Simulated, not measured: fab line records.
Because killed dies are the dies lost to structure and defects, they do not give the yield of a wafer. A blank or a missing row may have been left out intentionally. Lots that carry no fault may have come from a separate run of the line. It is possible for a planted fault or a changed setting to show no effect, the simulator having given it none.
A struck lot beside a sound one    flow sky130    32 steps out of a route of 708
Sound: the wafers L496.1, L496.3, L496.4. The struck wafers were L507.3, L507.4, L507.5. Last of all comes the cause.
Per side, at each step with rows, come the tool, then ch with its chambers, and then its first start. Under that, the readings that differ: sound wafers    struck wafers    difference of the means    sigmas: that difference in standard deviations of wafers without a fault.
alike: a reading whose means differ by less than 2 such deviations, as well as words and numbers matching on both sides. not compared: withheld readings; readings where some wafer has no value; bounds like >300 that might hide an equal value; numbers whose values overlap and for which the record gives no deviation.
The two part at a step that has a row with sigmas, a row that says differs or no value, or rows on one side only. Numbers that have no deviation but don't overlap get no sigmas and don't part them. Lack of a reading on every wafer of one side parts them only where that side has two or more wafers.

SKY_PWDE_OVL_MEAS_07:
  sound on overlay-01 at day 5 19:02; struck on overlay-01 at day 8 05:33
  alike: PWDE_OVL
then, 1 step without rows for these wafers: SKY_PWDE_IMPLANT_08.
SKY_PWDE_STRIP_09: strips in O2/N2.
  sound on plasma_asher-04 ch 0,1, day 5 19:13; struck on plasma_asher-04 ch 0,1, day 8 05:46
  alike: drypump_motor_current_A, oes_product_au, strip_time_to_endpoint_s
  not compared: rf_hours_counter_h
SKY_PWDE_TW_MEAS_10:
  sound on film_metro-04 at day 5 19:19; struck on film_metro-02 at day 8 05:50
  alike: PWDE_TW
then, 7 steps without rows for these wafers: SKY_NWELL_DEHYDRATE_03 (time 60 s); SKY_NWELL_HMDS_04 (prime time 60 s); SKY_NWELL_COAT_05 (resist thk 3000 nm); SKY_NWELL_SOFTBAKE_06; SKY_NWELL_EXPOSE_07 (exposes mask NWM, target cd 840 nm); SKY_NWELL_PEB_08; SKY_NWELL_DEVELOP_09 (develop time 60 s).
SKY_NWELL_OVL_MEAS_10:
  sound on overlay-02 at day 6 13:41; struck on overlay-02 at day 9 02:47
  alike: NWELL_00_OVL
SKY_NWELL_IMPLANT_11:
  sound on implanter-03 ch 0, day 6 13:44; struck on implanter-04 ch 0, day 9 02:52
reading                    sound                 struck                difference  sigmas
beam_energy_keV            399.98 399.77 400.09  345.15 345.36 345.18  -54.72      -99 or more
model.implant.rp_nm (nm)   487.7 487.7 487.7     433.4 433.4 433.4     -54.3       
model.implant.drp_nm (nm)  116.9 116.9 116.9     108.1 108.1 108.1     -8.8        
  alike: end_station_pressure_torr
then, 2 steps without rows for these wafers: SKY_NWELL_IMPLANT_12; SKY_NWELL_IMPLANT_13.
SKY_NWELL_STRIP_14: strips in O2/N2.
  sound on plasma_asher-02 ch 0,1, day 6 14:11; struck on plasma_asher-04 ch 0,1, day 9 03:18
reading                      sound        struck       difference  sigmas
drypump_motor_current_A (A)  5.5 5.9 5.6  6.7 6.2 6.7  +0.9        +2
  alike: oes_product_au, strip_time_to_endpoint_s
  not compared: rf_hours_counter_h
SKY_NWELL_TW_MEAS_15:
  sound on film_metro-01 at day 6 14:17; struck on film_metro-01 at day 9 03:23
reading   sound           struck          difference  sigmas
NWELL_TW  1817 1820 1817  1783 1797 1795  -26         -2
then, 7 steps without rows for these wafers: SKY_NWELL_DEHYDRATE_16 (time 60 s); SKY_NWELL_HMDS_17 (prime time 60 s); SKY_NWELL_COAT_18 (resist thk 3000 nm); SKY_NWELL_SOFTBAKE_19; SKY_NWELL_EXPOSE_20 (exposes mask NWM COMPLEMENT, target cd 840 nm); SKY_NWELL_PEB_21; SKY_NWELL_DEVELOP_22 (develop time 60 s).
SKY_NWELL_OVL_MEAS_23:
  sound on overlay-01 at day 7 09:32; struck on overlay-02 at day 10 01:05
  alike: NWELL_01_OVL
then, 1 step without rows for these wafers: SKY_NWELL_IMPLANT_24.
SKY_NWELL_STRIP_25: strips in O2/N2.
  sound on plasma_asher-02 ch 0,1, day 7 09:43; struck on plasma_asher-01 ch 0,1, day 10 01:18
  alike: drypump_motor_current_A, oes_product_au, strip_time_to_endpoint_s
  not compared: rf_hours_counter_h
SKY_NWELL_TW_MEAS_26:
  sound on film_metro-04 at day 7 09:49; struck on film_metro-01 at day 10 01:23
  alike: NWELL_2_TW
then, 1 step without rows for these wafers: SKY_NWELL_CLEAN_27 (cleans in SC1/SC2, time 150 s).
SKY_NWELL_RTA_28: time 30 s.
  sound on rtp_anneal-02 ch 0, day 7 09:55; struck on rtp_anneal-01 ch 0, day 10 01:31
  alike: lamp_power_pct, ramp_down_c_per_s, wafer_temp_C_max
SKY_NWELL_RS_MEAS_29: uses a four-point probe to measure.
  sound on film_metro-01 at day 7 10:01; struck on film_metro-04 at day 10 01:37
reading            sound              struck             difference  sigmas
NWELL_RS (ohm/sq)  624.9 625.8 625.7  648.6 645.9 646.9  +21.7       +17
-- the record jumps here: 40 days lie between the struck wafers' starts before and after (it left off in module NWELL and takes up again in module PAD_OPEN, whose first step shown is number 708 of the route) --
SKY_PAD_OPEN_PROBE_99:
  sound on prober-02 at day 48 03:15; struck on prober-01 at day 50 01:07
reading                                  sound              struck             difference  sigmas
model.etest.res_nwell.line_ohm_um        1177 1174 1202     1635 1603 1616     +434        
model.etest.res_nwell.rs_ohm_sq          970.7 974.8 1001   1332 1328 1330     +348        
model.etest.pfet_g5v0d10v5.r_on_ohm_um   4721 4744 4740     4901 4862 4869     +142        
model.etest.tip_p_5v.rs_ohm_sq           2830 2860 2860     2933 2968 2973     +108        
model.etest.res_nwell.width_nm (nm)      835.3 835.1 836.3  819.4 817.5 816.8  -17.7       
model.etest.res_iso_pwell.width_nm (nm)  2636 2650 2644     2679 2662 2666     +26         
  alike: killed_at_M0_to_M3, killed_at_M4_up, killed_at_contacts, killed_at_front_end, killed_at_other, killed_dies, killed_open, killed_short
  not compared: model.etest.pfet_16v.r_on_ohm_um, model.etest.tip_p.rs_ohm_sq

## WHERE THEY PART
Last at SKY_NWELL_RS_MEAS_29 as far as this record goes, first at SKY_NWELL_IMPLANT_11. Later steps at which nothing parts them and some readings are alike: SKY_PAD_OPEN_PROBE_99.

WHY: what the simulator had put in
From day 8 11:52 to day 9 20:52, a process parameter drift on implanter-04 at SKY_NWELL_IMPLANT_11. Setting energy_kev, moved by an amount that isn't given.
